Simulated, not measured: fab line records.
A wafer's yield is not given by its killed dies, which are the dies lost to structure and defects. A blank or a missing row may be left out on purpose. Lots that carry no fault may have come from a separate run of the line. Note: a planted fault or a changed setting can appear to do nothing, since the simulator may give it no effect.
What tool caused it? | flow sky130 | 18 wafers from 6 lots sampled at 3 of the route's 708 steps

## WHAT EACH GAUGE READ, for each wafer
SKY_SONOS_ONO_THK_MEAS_03.
lot  | measured     | on            | SONOS_ONO_CVD_02_THK (nm)
L433 | day 11 15:17 | film metro-01 | 10.40 10.38 10.39
L435 | day 12 07:49 | film metro-01 | 10.56 10.64 10.69
L437 | day 13 02:29 | film metro-04 | 10.60 10.60 10.64
L439 | day 13 15:34 | film metro-01 | 10.57 10.40 10.43
L444 | day 15 10:17 | film metro-01 | 13.50 13.46 13.48
L454 | day 18 18:52 | film metro-04 | 10.64 10.62 10.59

## WHAT TOOL EACH LOT RAN ON (gives the tool, then ch and the chambers of the sampled wafers, and finally the start)
lot  | SKY_NWELL_RTA_28                 | SKY_SONOS_ONO_CVD_02
L433 | rtp anneal-01 ch 0, day 5 12:26  | lpcvd-02 ch 1, day 11 14:13
L435 | rtp anneal-01 ch 0, day 6 00:13  | lpcvd-02 ch 0, day 12 06:46
L437 | rtp anneal-02 ch 0, day 6 11:11  | lpcvd-02 ch 1, day 13 01:26
L439 | rtp anneal-01 ch 0, day 7 03:32  | lpcvd-02 ch 0, day 13 14:31
L444 | rtp anneal-01 ch 0, day 8 14:09  | lpcvd-02 ch 0, day 15 09:14
L454 | rtp anneal-02 ch 0, day 10 13:43 | lpcvd-02 ch 0, day 18 17:49
- SKY_NWELL_RTA_28: time 30 s.
- SKY_SONOS_ONO_CVD_02: deposits Si3N4 from DCS/NH3, target thk 10.5 nm, time 180 s.

## THE ANSWER, worked out from the rows above alone
Rule: the lots themselves supply what counts as usual. Put in order of their means at a reading, lots are off if they are a third of the lots or fewer, leave a main group of 4 or more, and stand apart from it by a gap of 3 or more times the standard deviation of the main group's means; of several such gaps the widest counts. If all means in a main group match to the digits the tables above print for the reading, that group is not used. A lot without any number at a reading at which 4 lots or more have one is off too. The other lots that the step has rows for count as sound.
Off: L444, seen at SKY_SONOS_ONO_THK_MEAS_03 (SONOS_ONO_CVD_02_THK). Main group: mean 10.54 nm, sd 0.097.
If a tool, at a process step before that reading, ran all the lots that are off and no sound lot after the first of them, it fits. Those tools and the gauges at SKY_SONOS_ONO_THK_MEAS_03 are tried in the same way. Undecided on this evidence; 2 tools fit (rtp anneal-01 at SKY_NWELL_RTA_28, film metro-01 at SKY_SONOS_ONO_THK_MEAS_03).

## WHAT THE SIMULATOR HAD INSERTED
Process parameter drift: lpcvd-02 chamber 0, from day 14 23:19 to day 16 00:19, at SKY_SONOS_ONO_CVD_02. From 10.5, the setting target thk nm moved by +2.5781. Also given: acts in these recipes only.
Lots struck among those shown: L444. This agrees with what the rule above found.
